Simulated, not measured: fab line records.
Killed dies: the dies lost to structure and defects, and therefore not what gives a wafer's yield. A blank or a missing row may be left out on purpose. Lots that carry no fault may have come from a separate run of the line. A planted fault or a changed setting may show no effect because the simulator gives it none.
Which tool is to blame? | flow gf180mcu | 7 lots with 21 wafers sampled at 2 steps, on a route of 602 steps

WHAT EACH GAUGE READ, for each wafer
GF_V1_THK_MEAS_03.
lot  | measured     | on            | V1_CVD_02_THK (nm)
L522 | day 17 10:52 | film-metro-02 | 847 864 861
L524 | day 18 11:20 | film-metro-02 | 859 859 863
L528 | day 19 20:10 | film-metro-04 | 850 859 866
L532 | day 21 09:17 | film-metro-01 | 849 849 851
L540 | day 23 23:44 | film-metro-01 | 847 859 867
L542 | day 24 17:43 | film-metro-02 | 842 854 865
L544 | day 25 05:11 | film-metro-01 | 849 851 850

EACH LOT AND THE TOOL THAT RAN IT (in order: tool; ch and the chambers of the sampled wafers; start)
lot  | GF_HV_LDD_IMPLANT_36
L522 | implanter-03 ch 0, day 11 20:44
L524 | implanter-03 ch 0, day 12 18:08
L528 | implanter-01 ch 0, day 13 20:44
L532 | implanter-02 ch 0, day 15 05:35
L540 | implanter-01 ch 0, day 17 18:22
L542 | implanter-02 ch 0, day 18 12:16
L544 | implanter-02 ch 0, day 19 02:11
- GF_HV_LDD_IMPLANT_36

THE ANSWER, worked out from the rows above alone
Rule: the lots themselves supply what counts as usual. Put in order of their means at a reading, lots are off if they are a third of the lots or fewer, leave a main group of 4 or more, and stand apart from it by a gap of 3 or more times the standard deviation of the main group's means; of several such gaps the widest counts. Not used: any main group whose means are identical at the precision the tables above print for the reading. Also off: a lot with no number at a reading for which 4 or more lots have one. Any other lot the step has rows for is counted as sound.
Nothing can be told from this: no lot is off at any reading shown.

WHAT THE SIMULATOR PUT IN
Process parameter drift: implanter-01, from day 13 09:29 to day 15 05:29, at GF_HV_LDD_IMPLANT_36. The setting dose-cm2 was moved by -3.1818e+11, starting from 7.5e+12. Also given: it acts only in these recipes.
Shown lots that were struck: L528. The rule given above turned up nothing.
